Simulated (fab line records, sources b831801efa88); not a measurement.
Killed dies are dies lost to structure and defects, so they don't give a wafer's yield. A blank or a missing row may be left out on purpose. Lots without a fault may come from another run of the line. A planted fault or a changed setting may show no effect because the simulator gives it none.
Which tool did it? | flow sky130 | 10 lots, 30 wafers sampled, at 4 steps of a route of 708

WHAT THE GAUGES READ, wafer by wafer
SKY_CAPM_RS_MEAS_03: measures by four-point-probe.
lot  | measured     | on            | CAPM_TIN_RS (ohm/sq)
L501 | day 37 20:22 | film_metro-01 | 6.98 6.95 6.82
L504 | day 38 10:41 | film_metro-03 | 6.94 6.94 6.88
L503 | day 38 15:35 | film_metro-01 | 7.09 7.05 7.07
L505 | day 38 19:28 | film_metro-01 | 8.11 7.05 8.16
L506 | day 39 05:16 | film_metro-04 | 8.20 8.18 8.24
L517 | day 42 07:16 | film_metro-01 | 6.99 6.86 6.95
L520 | day 43 01:23 | film_metro-04 | 6.87 6.92 6.84
L521 | day 43 02:54 | film_metro-04 | 6.94 6.85 6.90
L522 | day 43 14:37 | film_metro-04 | 6.95 6.99 6.90
L524 | day 43 18:49 | film_metro-01 | 6.93 7.00 7.10

WHICH TOOL RAN EACH LOT (tool, then ch and the chambers of the sampled wafers, then the start)
lot  | SKY_METAL2_STRIP_20                  | SKY_VIA2_CMP_02               | SKY_CAPM_SPUTTER_02
L501 | plasma_asher-02 ch 0,1, day 36 15:02 | cmp-02 ch 0,1,3, day 36 15:51 | pvd_sputter-02, day 37 20:14
L504 | plasma_asher-04 ch 0,1, day 37 05:26 | cmp-02 ch 1,2,3, day 37 06:14 | pvd_sputter-01, day 38 10:34
L503 | plasma_asher-04 ch 0,1, day 37 09:52 | cmp-02 ch 0,1, day 37 11:05   | pvd_sputter-01, day 38 15:28
L505 | plasma_asher-04 ch 0,1, day 37 13:41 | cmp-02 ch 1,2, day 37 14:40   | pvd_sputter-02, day 38 19:21
L506 | plasma_asher-04 ch 0,1, day 37 23:34 | cmp-01 ch 0,1, day 38 00:31   | pvd_sputter-02, day 39 05:09
L517 | plasma_asher-02 ch 0,1, day 41 04:03 | cmp-01 ch 0,3, day 41 04:48   | pvd_sputter-01, day 42 07:07
L520 | plasma_asher-04 ch 0,1, day 41 23:56 | cmp-02 ch 0,1, day 42 01:01   | pvd_sputter-02, day 43 01:16
L521 | plasma_asher-04 ch 0,1, day 42 02:07 | cmp-02 ch 0,1,2, day 42 03:02 | pvd_sputter-02, day 43 02:46
L522 | plasma_asher-01 ch 0,1, day 42 15:32 | cmp-01 ch 1,2,3, day 42 16:18 | pvd_sputter-01, day 43 14:30
L524 | plasma_asher-02 ch 0,1, day 42 19:46 | cmp-02 ch 0,2,3, day 42 20:32 | pvd_sputter-02, day 43 18:43
- SKY_METAL2_STRIP_20: strips in O2/N2.
- SKY_VIA2_CMP_02: polishes SiO2.
- SKY_CAPM_SPUTTER_02: material TiN, target thk 200 nm, time 166.7 s.

THE ANSWER, worked out from the rows above alone
Rule: what is usual is taken from the lots themselves. Put in order of their means at a reading, lots are off if they are a third of the lots or fewer, leave a main group of 4 or more, and stand apart from it by a gap of 3 or more times the standard deviation of the main group's means; of several such gaps the widest counts. A main group whose means are all the same, to the digits that the tables above print for the reading, isn't used. A lot without any number at a reading at which 4 lots or more have one is off too. The other lots that the step has rows for count as sound.
Off: L505, L506, at SKY_CAPM_RS_MEAS_03 (CAPM_TIN_RS). The main group: mean 6.95 ohm/sq, standard deviation 0.06.
A tool fits if, at a process step before that reading, it ran every lot that is off, and no sound lot after the first of them. The gauges at SKY_CAPM_RS_MEAS_03 are tried like those tools. None of those tried fits.

WHAT THE SIMULATOR HAD PUT IN
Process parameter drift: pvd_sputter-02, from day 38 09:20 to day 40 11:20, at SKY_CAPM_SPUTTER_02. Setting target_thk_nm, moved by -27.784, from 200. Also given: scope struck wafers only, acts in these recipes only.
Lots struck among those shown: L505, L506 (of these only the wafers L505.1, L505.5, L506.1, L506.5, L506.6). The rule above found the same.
